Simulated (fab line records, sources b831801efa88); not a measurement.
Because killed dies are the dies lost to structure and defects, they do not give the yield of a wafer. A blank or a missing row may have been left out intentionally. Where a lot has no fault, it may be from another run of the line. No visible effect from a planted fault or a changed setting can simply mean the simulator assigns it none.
What tool caused it? + flow gf180mcu + 6 lots with 18 wafers sampled at 3 steps, on a route of 602 steps

## WHAT THE GAUGES READ, wafer by wafer
GF_M3_CD_MEAS_14: target cd 280 nm.
| lot  | measured     | on        | cd-nm (nm)        |
|------|--------------|-----------|-------------------|
| L220 | day 23 09:06 | cd-sem-02 | 280.1 279.7 280.8 |
| L224 | day 24 17:05 | cd-sem-02 | 279.8 280.2 280.9 |
| L227 | day 25 13:58 | cd-sem-01 | 281.5 280.5 279.5 |
| L233 | day 27 09:31 | cd-sem-02 | 281.4 282.5 281.9 |
| L237 | day 28 16:05 | cd-sem-02 | 279.6 278.9 277.7 |
| L239 | day 29 02:07 | cd-sem-02 | 280.4 280.3 279.4 |

## WHAT TOOL EACH LOT RAN ON (gives the tool, then ch and the chambers of the sampled wafers, and finally the start)
| lot  | GF_NSD_IMPLANT_10               | GF_NSD_STRIP_11                      |
|------|---------------------------------|--------------------------------------|
| L220 | implanter-02 ch 0, day 15 03:35 | plasma-asher-03 ch 0,1, day 15 03:43 |
| L224 | implanter-03 ch 0, day 16 09:57 | plasma-asher-04 ch 0,1, day 16 10:04 |
| L227 | implanter-02 ch 0, day 17 08:07 | plasma-asher-02 ch 0,1, day 17 08:16 |
| L233 | implanter-03 ch 0, day 19 10:46 | plasma-asher-02 ch 0,1, day 19 10:55 |
| L237 | implanter-02 ch 0, day 20 22:53 | plasma-asher-02 ch 0,1, day 20 23:01 |
| L239 | implanter-02 ch 0, day 21 12:10 | plasma-asher-03 ch 0,1, day 21 12:19 |
- GF_NSD_IMPLANT_10
- GF_NSD_STRIP_11: strips in O2/N2.

## THE ANSWER, worked out from the rows above alone
Rule: usual is defined by the lots themselves. The widest of any qualifying gaps counts: lots, ordered by their means at a reading, are off when they make up no more than a third of the lots, leave a main group of 4 or more, and stand apart from it by 3 or more times the standard deviation of that group's means. If all means in a main group match to the digits the tables above print for the reading, that group is not used. A lot without any number at a reading at which 4 lots or more have one is off too. The other lots that the step has rows for count as sound.
Across all readings shown, no lot is off: no conclusion can be drawn from this.

## WHAT THE SIMULATOR HAD INSERTED
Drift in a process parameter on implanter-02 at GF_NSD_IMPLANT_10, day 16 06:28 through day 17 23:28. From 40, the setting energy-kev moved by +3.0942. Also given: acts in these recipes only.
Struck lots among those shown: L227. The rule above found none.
